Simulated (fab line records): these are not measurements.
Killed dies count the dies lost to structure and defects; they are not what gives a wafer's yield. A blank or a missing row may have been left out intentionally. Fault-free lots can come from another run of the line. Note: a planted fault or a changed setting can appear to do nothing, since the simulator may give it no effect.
A struck lot beside a sound one :: flow sky130 :: 14 out of 708 route steps
Sound: these wafers, L302.1, L302.3, L302.4. Wafers struck: L310.1, L310.3, L310.6. Last of all comes the cause.
For every step that has rows: the tool of each side, followed by ch and its chambers, followed by its first start. Under that, the readings that differ: sound wafers :: struck wafers :: difference of the means :: sigmas: that difference in standard deviations of wafers without a fault.
alike: readings with means less than 2 such deviations apart, plus words and numbers identical on both sides. not compared: withheld readings, readings lacking a value on some wafer, bounds such as >300 that could conceal the same value, and numbers that have no deviation in the record and whose values overlap.
The two part at a step that has a row with sigmas, a row that says differs or no value, or rows on one side only. Numbers that don't overlap but have no deviation are shown without sigmas and don't part them. A reading missing from all wafers of one side parts the sides only when that side holds two or more wafers.

first, 3 steps without rows for these wafers: SKY_METAL5_STRIP_17 (strips in post etch residue remover, time 1200 s); SKY_METAL5_CLEAN_18 (cleans in IPA, time 180 s); SKY_METAL5_CLEAN_19 (cleans in O3/DIW).
SKY_PASSIVATION_CVD_00: deposits SiO2, target thk 90 nm.
  sound on pecvd-03 ch 0,1,2, day 46 10:20; struck on pecvd-02 ch 0,2, day 48 12:40
  alike: heater power w
SKY_PASSIVATION_THK_MEAS_01:
  sound on film metro-02, day 46 10:22; struck on film metro-02, day 48 12:41
  alike: PASSIVATION_CVD_00_THK
SKY_PASSIVATION_CVD_02: deposits Si3N4, target thk 540 nm.
  sound on pecvd-03 ch 0,2, day 46 10:25; struck on pecvd-03 ch 0,1,2, day 48 12:44
  alike: heater power w
SKY_PASSIVATION_THK_MEAS_03:
  sound on film metro-01, day 46 10:42; struck on film metro-04, day 48 12:58
  alike: PASSIVATION_CVD_02_THK
then, 5 steps without rows for these wafers: SKY_PASSIVATION_DEHYDRATE_04 (time 60 s); SKY_PASSIVATION_HMDS_05 (prime time 60 s); SKY_PASSIVATION_COAT_06 (resist thk 3000 nm); SKY_PASSIVATION_SOFTBAKE_07; SKY_PASSIVATION_EXPOSE_08 (exposes mask NSM, target cd 3000 nm).
SKY_PASSIVATION_PEB_09:
  struck on litho track-02, day 49 08:00; sound on litho track-04 ch 0, day 47 07:00
  no value came back on the struck wafers for chill plate temp C (C), exhaust pa (Pa); on the sound wafers chill plate temp C (C) reads 22.87 22.90 22.88
then, 1 step without rows for these wafers: SKY_PASSIVATION_DEVELOP_10 (develop time 60 s).

## WHERE THEY PART
SKY_PASSIVATION_PEB_09 only, going by this record.

WHY: the cause the simulator had injected
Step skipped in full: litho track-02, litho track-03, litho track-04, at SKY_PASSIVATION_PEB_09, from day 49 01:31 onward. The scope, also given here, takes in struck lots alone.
